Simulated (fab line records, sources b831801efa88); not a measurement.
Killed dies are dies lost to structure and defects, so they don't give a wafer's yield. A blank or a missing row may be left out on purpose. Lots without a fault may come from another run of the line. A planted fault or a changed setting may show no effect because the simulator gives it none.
Which tool did it? | flow gf180mcu | 11 lots, 33 wafers sampled, at 2 steps of a route of 602

WHAT THE GAUGES READ, wafer by wafer
GF_V3_BOW_MEAS_05.
lot  | measured     | on            | V3_BOW (um)
L963 | day 22 05:35 | film_metro-01 | 111 105 115
L964 | day 22 16:22 | film_metro-03 | 123 119 112
L967 | day 23 21:16 | film_metro-03 | 111 111 118
L974 | day 25 19:22 | film_metro-03 | 132 120 122
L977 | day 26 23:52 | film_metro-03 | 125 110 113
L978 | day 27 11:19 | film_metro-01 | 110 120 122
L979 | day 27 12:52 | film_metro-03 | 123 109 127
L980 | day 27 21:17 | film_metro-03 | 113 101 123
L981 | day 28 02:37 | film_metro-01 | 115 130 110
L985 | day 29 07:09 | film_metro-03 | 116 126 124
L986 | day 29 12:49 | film_metro-01 | 128 124 130

WHICH TOOL RAN EACH LOT (tool, then ch and the chambers of the sampled wafers, then the start)
lot  | GF_V2_STRIP_18
L963 | plasma_asher-04 ch 0,1, day 21 02:28
L964 | plasma_asher-03 ch 0,1, day 21 14:04
L967 | plasma_asher-02 ch 0,1, day 22 19:18
L974 | plasma_asher-03 ch 0,1, day 24 18:45
L977 | plasma_asher-04 ch 1, day 26 00:01
L978 | plasma_asher-04 ch 1, day 26 11:42
L979 | plasma_asher-03 ch 1, day 26 13:06
L980 | plasma_asher-02 ch 1, day 26 21:46
L981 | plasma_asher-03 ch 0,1, day 27 02:47
L985 | plasma_asher-04 ch 0,1, day 28 09:21
L986 | plasma_asher-03 ch 0,1, day 28 14:26
- GF_V2_STRIP_18: strips in O2/N2.

THE ANSWER, worked out from the rows above alone
Rule: what is usual is taken from the lots themselves. Put in order of their means at a reading, lots are off if they are a third of the lots or fewer, leave a main group of 4 or more, and stand apart from it by a gap of 3 or more times the standard deviation of the main group's means; of several such gaps the widest counts. A main group whose means are all the same, to the digits that the tables above print for the reading, isn't used. A lot without any number at a reading at which 4 lots or more have one is off too. The other lots that the step has rows for count as sound.
No lot is off at any reading shown: from this, nothing can be told.

WHAT THE SIMULATOR HAD PUT IN
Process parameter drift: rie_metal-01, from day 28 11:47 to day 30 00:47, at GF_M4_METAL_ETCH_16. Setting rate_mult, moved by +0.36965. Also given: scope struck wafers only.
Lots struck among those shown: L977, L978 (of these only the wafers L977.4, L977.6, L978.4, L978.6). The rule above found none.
